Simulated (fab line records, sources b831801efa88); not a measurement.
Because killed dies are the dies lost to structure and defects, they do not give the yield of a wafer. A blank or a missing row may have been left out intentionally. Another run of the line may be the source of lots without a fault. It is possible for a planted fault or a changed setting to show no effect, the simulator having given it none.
A lot that was struck, set against a sound lot || flow gf180mcu || 16 out of 602 route steps
Sound: wafers L155.2, L155.5, L155.6. The struck wafers were L158.1, L158.2, L158.6. The cause is named last.
At each step with rows: each side's tool, then ch and its chambers, then its first start. Under that, the readings that differ: sound wafers || struck wafers || difference of the means || sigmas: that difference in standard deviations of wafers without a fault.
alike: a reading whose means differ by less than 2 such deviations, as well as words and numbers matching on both sides. not compared: withheld readings; readings where some wafer has no value; bounds like >300 that might hide an equal value; numbers whose values overlap and for which the record gives no deviation.
A row with sigmas, a row that says differs or no value, or rows on one side alone: a step with any of these is where the two part. When numbers do not overlap yet have no deviation, they are printed without sigmas and do not part them. Lack of a reading on every wafer of one side parts them only where that side has two or more wafers.

GF_MIM_STRIP_20: strips in O2/N2.
  sound on plasma_asher-03 ch 0,1, day 28 17:34; struck on plasma_asher-04 ch 0,1, day 29 22:23
  alike: drypump_motor_current_A, heater_power_w, o2_flow_sccm, oes_product_au, platen_temp_c, strip_time_to_endpoint_s
  not compared: rf_hours_counter_h
then, 9 steps without rows for these wafers: GF_MIM_STRIP_21 (strips in post etch residue remover, time 1200 s); GF_MIM_CLEAN_22 (cleans in DIW); GF_M5_DEHYDRATE_00 (time 60 s); GF_M5_HMDS_01 (prime time 60 s); GF_M5_COAT_02 (resist thk 1000 nm); GF_M5_SOFTBAKE_03 (time 60 s); GF_M5_EXPOSE_04 (exposes mask Metal5, target cd 280 nm); GF_M5_PEB_05 (peb time 90 s); GF_M5_DEVELOP_06 (develop time 60 s).
GF_M5_CD_MEAS_07: the cd target is 280 nm.
  struck on cd_sem-01, day 30 16:24; sound on cd_sem-02, day 29 13:19
{"reading": "cd_nm (nm)", "sound": "277.4 279.4 278.4", "struck": "280.2 280.3 282.2", "difference": "+2.5", "sigmas": "+3"}
GF_M5_OVL_MEAS_08:
  struck on overlay-01, day 30 16:31; sound on overlay-02, day 29 13:26
  alike: M5_OVL
GF_M5_ETCH_09: etches Si3N4 in CF4/O2, target depth 52 nm, time 11.6 s.
  sound on rie_diel-01 ch 1,2,3, day 29 13:28; struck on rie_diel-02 ch 1,2,3, day 30 16:34
  no value came back on the struck wafers for any of 5 readings (O2_flow_sccm (sccm), bias_w (W) and others); on the sound wafers O2_flow_sccm (sccm) reads 9.98 10.05 10.05
{"reading": "model.KrF_of_M5_COAT_02.thk_nm (nm)", "sound": "948.3 946.9 949.5", "struck": "980.2 981.7 983.5", "difference": "+33.6", "sigmas": ""}
  not compared: rf_hours_counter_h
GF_M5_METAL_ETCH_10: etches the open film in Cl2/BCl3, stops on SiO2, target depth 627.5 nm, time 104.6 s.
  sound on rie_metal-01 ch 0,1, day 29 13:29; struck on rie_metal-01 ch 0,1, day 30 16:35
{"reading": "model.KrF_of_M5_COAT_02.thk_nm (nm)", "sound": "692.7 688.8 692.8", "struck": "723.6 725.6 728.9", "difference": "+34.6", "sigmas": ""}
  alike: bcl3_flow_sccm, bias_w, drypump_motor_current_A, oes_product_au, throttle_valve_pct
  not compared: rf_hours_counter_h
GF_M5_STRIP_11: strips in O2/N2.
  sound on plasma_asher-03 ch 0,1, day 29 13:35; struck on plasma_asher-03 ch 0,1, day 30 16:41
{"reading": "oes_product_au (a.u.)", "sound": "0.542 0.538 0.550", "struck": "0.556 0.560 0.560", "difference": "+0.015", "sigmas": "+3"}
{"reading": "strip_time_to_endpoint_s (s)", "sound": "7.47 7.43 7.46", "struck": "7.78 7.79 7.81", "difference": "+0.34", "sigmas": "+7"}
  alike: drypump_motor_current_A, heater_power_w, o2_flow_sccm, platen_temp_c
  not compared: rf_hours_counter_h
then, 1 step without rows for these wafers: GF_M5_STRIP_12 (strips in post etch residue remover, time 1200 s).

WHERE THEY PART
Earliest at GF_M5_CD_MEAS_07; latest, in this record, at GF_M5_STRIP_11.

WHY: what had been put in by the simulator
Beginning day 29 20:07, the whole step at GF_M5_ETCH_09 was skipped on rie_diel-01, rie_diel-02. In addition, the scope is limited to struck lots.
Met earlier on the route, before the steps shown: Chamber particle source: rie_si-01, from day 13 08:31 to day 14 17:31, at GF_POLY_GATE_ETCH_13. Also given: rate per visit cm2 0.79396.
